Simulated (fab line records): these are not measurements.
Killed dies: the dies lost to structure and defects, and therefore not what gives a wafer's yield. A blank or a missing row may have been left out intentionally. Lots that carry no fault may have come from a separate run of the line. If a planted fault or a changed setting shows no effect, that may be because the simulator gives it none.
fab line records	flow sky130
[record] lots = 5	wafers = 15	last-day = 49
route steps=708 shown FIELD_ISO@27 NWELL@32 DNWELL@35 PWDE@45 PAD_OPEN@708
lots untouched by any fault: they come from a run of this same line in which no faults occurred
start-h: hours from the record's first day to the start of the lot's first wafer shown	wait-h: hours since the lot's step before	" the same as in the row above	L1.1+2: several wafers, shown together as one row	- no value, or no start was given	* or withheld: withheld	< > ~ a bound
route shown NAME@n: NAME is a module with steps in the file, n the number in the route of the first one	usual: mean/standard deviation of fault-free wafers	same: alike in all rows	chamber/n: place in a boat	sites: each site's reading	_std_site: how widely they spread, as a standard deviation	_edge_site: outer sites' mean less inner sites'	radius-mm: for every site, how far away it sits from the centre of the wafer	mask NAME#n: copy n	behind: the tool/chamber that last shaped the wafer	hold: why the lot was held/for how many hours/how that ended	device: transistor that didn't switch, given as n, p or np	end of line: tests run on the same wafers once the route is complete	a step given without rows: its recipe and nothing more	killed: not the wafer's yield, but the dies lost to structure and defects at the first sort	map: shows each die of a wafer: x if killed, . if not, _ if none is there
set.NAME: setting as actually run; set.NAME@STEP: the setting as run at that earlier step	model.NAME: the simulator's own value behind a step, which no gauge read
a table for each step, a row for each wafer; lots at some steps of the route
services: the hour from which a tool's chamber was out of use, counted from the record's first day as start-h (under 0 if before that day), plus the number of hours and why
[[steps]]
[step SKY_FIELD_ISO_ANNEAL_26]
[recipe] temp-c = 1000	time-s = 1800	ambient = N2
[step SKY_FIELD_ISO_CMP_27]
[recipe] stop-on = Si3N4	t-overpolish-s = 16	down-force-psi = 4	platen-rpm = 60	target-thk-nm = 457.8	pad-velocity-m-s = 0.94248
[usual] motor-current-A = 12.3/0.91	overpolish-run-s = 16.001/0.0095	time-to-endpoint-s = 114/4.4
lot.wafer	tool	chamber	start-h	wait-h	motor-current-A	overpolish-run-s	time-to-endpoint-s
L179.2	cmp-01	3	44.84	0.1	10.5	16.009	110
L179.5	"	1	"	"	13.1	16.004	117
L179.6	"	2	"	"	12.5	16.011	111
L180.1	cmp-02	1	48.13	0.0	12.3	15.992	116
L180.3	"	0	"	"	13.0	16.019	105
L180.5	"	1	"	"	12.4	16.012	111
L188.2	cmp-01	1	92.92	0.0	12.3	16.010	117
L188.1	"	0	"	"	11.1	15.993	124
L188.5	"	1	"	"	13.4	15.992	118
L192.3	cmp-02	2	112.60	0.1	11.8	16.006	119
L192.2	"	3	"	"	12.8	15.989	117
L192.1	"	0	"	"	12.8	16.009	111
L197.1	cmp-02	2	139.50	0.0	11.8	15.993	120
L197.5	"	2	"	"	12.4	16.007	124
L197.6	"	3	"	"	13.5	16.001	113
[step SKY_FIELD_ISO_WET_ETCH_28]
[recipe] chemistry = dHF	target-depth-nm = 23.7	target = SiO2	dilution = 10:1	temp-c = 25	time-s = 47
[step SKY_FIELD_ISO_WET_ETCH_29]
[recipe] chemistry = H3PO4	target-depth-nm = 160	target = Si3N4	temp-c = 160	time-s = 1825
[step SKY_FIELD_ISO_WET_ETCH_30]
[recipe] chemistry = dHF	target-depth-nm = 25	target = SiO2	dilution = 10:1	temp-c = 25	time-s = 50
[step SKY_NWELL_CLEAN_00]
[recipe] chemistry = SC1/SC2	mix = 1:4:20	temp-c = 70	time-s = 150	dry = n2-spin
[step SKY_NWELL_OXIDATION_01]
[recipe] temp-c = 900	ambient = O2	stabilise-s = 600	purge-s = 300	target-thk-a = 100	ox-time-s = 1418
[step SKY_NWELL_THK_MEAS_02]
[recipe] reads = SiO2_of_NWELL_OXIDATION_01
[usual] NWELL_OXIDATION_THK = 10.11/0.21
lot.wafer	tool	chamber	start-h	wait-h	NWELL_OXIDATION_THK[nm]
L179.2	film-metro-03	-	48.07	0.0	10.31
L179.5	"	-	"	"	10.17
L179.6	"	-	"	"	10.29
L180.1	film-metro-02	-	51.26	0.0	10.00
L180.3	"	-	"	"	9.98
L180.5	"	-	"	"	9.87
L188.1	film-metro-03	-	95.57	0.0	9.73
L188.2	"	-	"	"	9.79
L188.5	"	-	"	"	9.92
L192.1	film-metro-02	-	115.46	0.0	10.00
L192.2	"	-	"	"	10.03
L192.3	"	-	"	"	9.93
L197.1	film-metro-02	-	142.84	0.0	10.53
L197.5	"	-	"	"	10.31
L197.6	"	-	"	"	10.36
[step SKY_DNWELL_DEHYDRATE_00]
[recipe] temp-c = 200	time-s = 60
[step SKY_DNWELL_HMDS_01]
[recipe] prime-time-s = 60	prime-temp-c = 120
[step SKY_DNWELL_COAT_02]
[recipe] spin-rpm = 2000	resist-thk-nm = 3000
[step SKY_DNWELL_SOFTBAKE_03]
[recipe] temp-c = 110	time-s = withheld
[step SKY_DNWELL_EXPOSE_04]
[recipe] mask-id = DNM	na = 0.57	target-cd-nm = 3000	dose-mj = 222
lot.wafer	tool	chamber	start-h	wait-h	mask
L179.2+5+6	iline-stepper-01	0	56.13	-	DNM#0
L180.1+3+5	iline-stepper-01	0	58.77	-	PWDEM#0
L188.1+2+5	iline-stepper-01	0	104.84	-	DNM#0
L192.1+2+3	iline-stepper-02	0	125.04	-	DNM#0
L197.1+5+6	iline-stepper-02	0	152.62	-	DNM#0
[step SKY_DNWELL_PEB_05]
[recipe] temp-c = 115	time-s = withheld
[step SKY_DNWELL_DEVELOP_06]
[recipe] wall-angle-deg = 90	developer = TMAH	develop-time-s = 60	dev-temp-c = 23
[step SKY_DNWELL_IMPLANT_07]
[recipe] species = P	energy-kev = withheld	dose-cm2 = withheld	tilt-deg = withheld
[step SKY_DNWELL_STRIP_08]
[recipe] chemistry = O2/N2	power-w = 1400	pressure-mtorr = 1500	platen-temp-c = withheld	o2-flow-sccm = 3000	n2-flow-sccm = 300	overash-fraction = 0.5
[usual] drypump-motor-current-A = 5.8/0.57	oes-product-au = 0.722/0.004	strip-time-to-endpoint-s = 36.88/0.095
lot.wafer	tool	chamber	start-h	wait-h	drypump-motor-current-A	oes-product-au	rf-hours-counter-h	strip-time-to-endpoint-s
L179.2	plasma-asher-01	1	64.95	0.1	6.4	0.732	34	36.90
L179.5	"	0	"	"	5.6	0.725	-	36.92
L179.6	"	1	"	"	6.4	0.716	-	36.81
L180.1	plasma-asher-03	1	67.10	0.1	6.0	0.722	38	36.83
L180.3	"	1	"	"	6.0	0.723	-	36.87
L180.5	"	1	"	"	6.0	0.722	-	36.81
L188.1	plasma-asher-01	1	112.89	0.1	6.4	0.719	40	37.01
L188.2	"	0	"	"	5.6	0.720	40	36.82
L188.5	"	0	"	"	5.6	0.722	-	36.90
L192.1	plasma-asher-02	1	134.72	0.1	6.7	0.731	33	36.85
L192.2	"	0	"	"	5.3	0.725	33	36.96
L192.3	"	0	"	"	5.3	0.729	-	36.93
L197.1	plasma-asher-01	1	162.47	0.1	6.5	0.719	45	36.98
L197.5	"	1	"	"	6.5	0.723	-	36.95
L197.6	"	0	"	"	5.7	0.721	-	36.94
[step SKY_DNWELL_TW_MEAS_09]
[usual] DNWELL_TW = 1106/15
lot.wafer	tool	chamber	start-h	wait-h	DNWELL_TW
L179.2	film-metro-01	-	65.06	0.1	1111
L179.5	"	-	"	"	1115
L179.6	"	-	"	"	1110
L180.1	film-metro-02	-	67.20	0.1	29
L180.3	"	-	"	"	29
L180.5	"	-	"	"	29
L188.1	film-metro-02	-	112.99	0.1	1085
L188.2	"	-	"	"	1090
L188.5	"	-	"	"	1084
L192.1	film-metro-01	-	134.82	0.1	1110
L192.2	"	-	"	"	1118
L192.3	"	-	"	"	1113
L197.1	film-metro-03	-	162.57	0.1	1115
L197.5	"	-	"	"	1112
L197.6	"	-	"	"	1117
[step SKY_PWDE_DEHYDRATE_00]
[recipe] temp-c = 200	time-s = 60
[step SKY_PWDE_HMDS_01]
[recipe] prime-time-s = 60	prime-temp-c = 120
[step SKY_PWDE_COAT_02]
[recipe] spin-rpm = 2000	resist-thk-nm = 3000
[step SKY_PWDE_SOFTBAKE_03]
[recipe] temp-c = 110	time-s = withheld
[step SKY_PWDE_EXPOSE_04]
[recipe] mask-id = PWDEM	na = 0.6	source-shape = conventional	sigma-outer = 0.6	polarization = unpolarized	target-cd-nm = 840	dose-mj = 214
[step SKY_PWDE_PEB_05]
[recipe] temp-c = 115	time-s = withheld
[step SKY_PWDE_DEVELOP_06]
[recipe] wall-angle-deg = 90	developer = TMAH	develop-time-s = 60	dev-temp-c = 23
[step SKY_PWDE_OVL_MEAS_07]
[usual] PWDE_OVL = -0.5/1.4
lot.wafer	tool	chamber	start-h	wait-h	PWDE_OVL[nm]
L179.2	overlay-02	-	80.73	-	0.0
L179.5	"	-	"	"	-2.8
L179.6	"	-	"	"	-0.7
L180.1	overlay-02	-	83.35	-	0.2
L180.3	"	-	"	"	-0.9
L180.5	"	-	"	"	-0.5
L188.1	overlay-02	-	131.97	-	-1.8
L188.2	"	-	"	"	-1.3
L188.5	"	-	"	"	-1.3
L192.1	overlay-02	-	154.89	-	-1.8
L192.2	"	-	"	"	-2.6
L192.3	"	-	"	"	-2.5
L197.1	overlay-01	-	183.47	-	1.4
L197.5	"	-	"	"	1.0
L197.6	"	-	"	"	1.2
[step SKY_PWDE_IMPLANT_08]
[recipe] species = B	energy-kev = 150	dose-cm2 = 3.6e+12	tilt-deg = withheld
[step SKY_PWDE_STRIP_09]
[recipe] chemistry = O2/N2	power-w = 1400	pressure-mtorr = 1500	platen-temp-c = withheld	o2-flow-sccm = 3000	n2-flow-sccm = 300	overash-fraction = 0.5
[usual] drypump-motor-current-A = 5.8/0.51	oes-product-au = 0.723/0.005	strip-time-to-endpoint-s = 36.86/0.11
lot.wafer	tool	chamber	start-h	wait-h	drypump-motor-current-A	oes-product-au	rf-hours-counter-h	strip-time-to-endpoint-s
L179.2	plasma-asher-03	0	80.91	0.1	5.0	0.725	39	36.71
L179.5	"	0	"	"	5.0	0.723	-	36.86
L179.6	"	1	"	"	6.0	0.717	-	36.93
L180.1	plasma-asher-03	0	83.53	0.1	5.0	0.721	40	36.86
L180.3	"	0	"	"	5.0	0.732	-	36.83
L180.5	"	1	"	"	6.0	0.725	-	36.96
L188.1	plasma-asher-01	1	132.16	0.1	6.4	0.716	42	36.88
L188.2	"	0	"	"	5.6	0.721	42	37.04
L188.5	"	1	"	"	6.4	0.723	-	36.93
L192.1	plasma-asher-03	1	155.08	0.1	6.0	0.723	4	37.00
L192.2	"	0	"	"	5.0	0.720	4	36.82
L192.3	"	1	"	"	6.0	0.729	-	36.73
L197.1	plasma-asher-01	0	183.65	0.1	5.6	0.724	46	36.98
L197.5	"	1	"	"	6.4	0.723	-	36.92
L197.6	"	0	"	"	5.6	0.721	-	36.92
[step SKY_PWDE_TW_MEAS_10]
[usual] PWDE_TW = 371/4.7
lot.wafer	tool	chamber	start-h	wait-h	PWDE_TW
L179.2	film-metro-01	-	81.02	0.1	376
L179.5	"	-	"	"	376
L179.6	"	-	"	"	377
L180.1	film-metro-02	-	83.63	0.1	1090
L180.3	"	-	"	"	1095
L180.5	"	-	"	"	1100
L188.1	film-metro-01	-	132.26	0.1	376
L188.2	"	-	"	"	373
L188.5	"	-	"	"	373
L192.1	film-metro-02	-	155.18	0.1	365
L192.2	"	-	"	"	364
L192.3	"	-	"	"	365
L197.1	film-metro-03	-	183.75	0.1	373
L197.5	"	-	"	"	371
L197.6	"	-	"	"	371
[step SKY_NWELL_DEHYDRATE_03]
[recipe] temp-c = 200	time-s = 60
[step SKY_PAD_OPEN_PROBE_99]
[usual] killed_at_M0_to_M3 = 43/6.8	killed_at_M4_up = 2.9/1.7	killed-at-contacts = 24/5.4	killed-at-front-end = 15/4.8	killed-at-other = 0.3/0.57	killed-dies = 85/9.4	killed-on-rim = 16/4	killed-open = 47/7.5	killed-short = 38/5.7
[same] gross-dies = 492	killed-at-back-side = 0
lot.wafer	tool	chamber	start-h	wait-h	killed_at_M0_to_M3	killed_at_M4_up	killed-at-contacts	killed-at-front-end	killed-at-other	killed-dies	killed-on-rim	killed-open	killed-short
L180.1	prober-02	-	1084.69	0.1	33	2	20	437	0	492	96	41	30
L180.3	prober-02	-	1084.79	0.2	36	2	21	433	0	492	96	43	50
L180.5	prober-02	-	1084.89	0.2	31	1	27	432	1	492	96	50	32
L188.1	prober-02	-	1141.59	0.1	41	3	16	15	0	75	12	44	31
L188.2	prober-02	-	1141.64	0.1	34	2	29	16	0	81	21	44	37
L188.5	prober-02	-	1141.79	0.2	42	1	33	14	0	90	11	63	27
// killed by level:class
L180.1 DNWELL:area-expose=421 VIA3:geometric-particle:open=8 VIA1:geometric-particle:open=7 LI_CONTACT:geometric-particle:open=7 CONTACT:geometric-particle:short=6 CONTACT:geometric-particle:open=6 FIELD_ISO:geometric-particle:short=5 POLY_GATE:geometric-particle:short=4
L180.3 DNWELL:area-expose=399 POLY_GATE:geometric-particle:short=8 LOCAL_INTERCONNECT:geometric-particle:short=8 VIA1:geometric-particle:open=8 VIA3:geometric-particle:open=7 FIELD_ISO:geometric-particle:short=6 FIELD_ISO:geometric-particle:open=6 POLY_GATE:geometric-particle:open=6
L180.5 DNWELL:area-expose=410 CONTACT:geometric-particle:open=10 POLY_GATE:geometric-particle:open=8 VIA2:geometric-particle:open=8 VIA1:geometric-particle:open=6 LI_CONTACT:geometric-particle:open=5 LOCAL_INTERCONNECT:geometric-particle:short=5 METAL2:geometric-particle:short=5
L188.1 CONTACT:geometric-particle:open=10 VIA1:geometric-particle:open=9 VIA3:geometric-particle:open=6 VIA3:geometric-particle:short=5 FIELD_ISO:geometric-particle:open=4 METAL1:geometric-particle:short=4 VIA2:geometric-particle:short=4 VIA2:geometric-particle:open=4
L188.2 VIA1:geometric-particle:open=15 CONTACT:geometric-particle:short=9 CONTACT:geometric-particle:open=8 FIELD_ISO:geometric-particle:short=5 POLY_GATE:geometric-particle:short=5 LI_CONTACT:geometric-particle:open=5 LOCAL_INTERCONNECT:geometric-particle:short=5 VIA3:geometric-particle:open=5
L188.5 LI_CONTACT:geometric-particle:open=14 VIA1:geometric-particle:open=11 CONTACT:geometric-particle:open=10 VIA3:geometric-particle:open=10 CONTACT:geometric-particle:short=7 FIELD_ISO:geometric-particle:open=6 VIA2:geometric-particle:open=5 VIA1:geometric-particle:short=4
// map L180.1 (x killed, . not)
__________xxxxxxxxxx_________
________xxxxxxxxxxxxxx_______
______xxxxxxxxxxxxxxxxxx_____
_____xxxxxxxxxxxxxxxxxxxx____
____xxxxxxxxxxxxxxxxxxxxxx___
___xxxxxxxxxxxxxxxxxxxxxxxx__
__xxxxxxxxxxxxxxxxxxxxxxxxxx_
_xxxxxxxxxxxxxxxxxxxxxxxxxxxx
_xxxxxxxxxxxxxxxxxxxxxxxxxxxx
_xxxxxxxxxxxxxxxxxxxxxxxxxxxx
_xxxxxxxxxxxxxxxxxxxxxxxxxxxx
_xxxxxxxxxxxxxxxxxxxxxxxxxxxx
_xxxxxxxxxxxxxxxxxxxxxxxxxxxx
_xxxxxxxxxxxxxxxxxxxxxxxxxxxx
_xxxxxxxxxxxxxxxxxxxxxxxxxxxx
__xxxxxxxxxxxxxxxxxxxxxxxxxx_
___xxxxxxxxxxxxxxxxxxxxxxxx__
____xxxxxxxxxxxxxxxxxxxxxx___
_____xxxxxxxxxxxxxxxxxxxx____
______xxxxxxxxxxxxxxxxxx_____
________xxxxxxxxxxxxxx_______
__________xxxxxxxxxx_________
// map L179.5 (x killed, . not)
__________x.x..xx..._________
________x......x.x...._______
______...........x..x..x_____
_____.x..................____
____.........xx.....x.x.x.___
___..x......x.x............__
__xx.x.......x..x...x......._
_...x...............x......x.
_......x.x......x....x...x...
_.x..........xx.x...x..xx....
_x.....x.x....x..x...x....xxx
_x.......x.x........x..x.....
_.......x..x.xx...x...x......
_...x....x.....x......x...x..
_x.............x...........xx
__.xx.x.....x.......x....xxx_
___.....x....x...x.........__
____.................x....___
_____x....x..............____
______x.......x.xx......_____
________.x..x.x..x..x._______
__________....xxx..._________
[[services]]
tool	chamber	start-h	hours	kind
cmp-02	-	36.49	1.2	repair
iline-stepper-01	-	37.20	2.9	repair
iline-stepper-01	-	46.58	3.3	repair
iline-stepper-02	-	61.19	1.7	pm
plasma-asher-03	-	62.59	4.4	repair
plasma-asher-02	-	63.24	14.6	pm
cmp-01	-	64.00	4.0	pm
cmp-01	-	66.41	1.0	repair
cmp-01	-	68.00	6.5	pm
plasma-asher-01	-	68.80	0.6	repair
cmp-02	-	72.74	3.2	repair
plasma-asher-03	-	108.78	9.0	pm
plasma-asher-03	0	108.78	9.0	vent-cycle
plasma-asher-03	1	108.78	9.0	vent-cycle
cmp-02	-	116.37	2.0	repair
plasma-asher-03	0	117.78	-	clean
plasma-asher-03	1	117.78	-	clean
cmp-01	-	130.69	2.3	repair
iline-stepper-02	-	156.06	11.4	repair
cmp-02	-	160.73	0.9	repair
cmp-01	-	167.13	2.2	repair
iline-stepper-01	-	167.61	1.7	pm
iline-stepper-01	-	167.72	0.8	repair
plasma-asher-01	-	171.03	2.8	pm
[[key]]
[first-sign] step = SKY_DNWELL_EXPOSE_04	reading = mask	direction = changed
[effect] step = SKY_DNWELL_TW_MEAS_09	reading = DNWELL_TW	direction = down	sigmas = 71	usual = 1106	struck = 29
[effect] step = SKY_PWDE_TW_MEAS_10	reading = PWDE_TW	direction = up	sigmas = 99+	usual = 371	struck = 1095
[effect] step = SKY_PAD_OPEN_PROBE_99	reading = killed-at-front-end	direction = up	sigmas = 87	usual = 15	struck = 434
[more-kills-born-at] SKY_DNWELL_EXPOSE_04@iline-stepper-01 = 1230
met-at SKY_DNWELL_EXPOSE_04
struck-wafers L180.1,L180.3,L180.5
tester-left-out L180
onset-between 56.13 58.77
[fault] kind = wrong-mask	tool = any	chamber = -	onset-h = 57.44	steps = SKY_DNWELL_EXPOSE_04	aux-copy = PWDEM#0	scope = struck-lots-only
// tester-left-out: of these lots the tester's yield and bins aren't shown, on N5 and GAA mostly nor the transistor test; their killed dies are dies lost to structure and defects alone, not to doping, threshold or leakage, so they don't give the yield
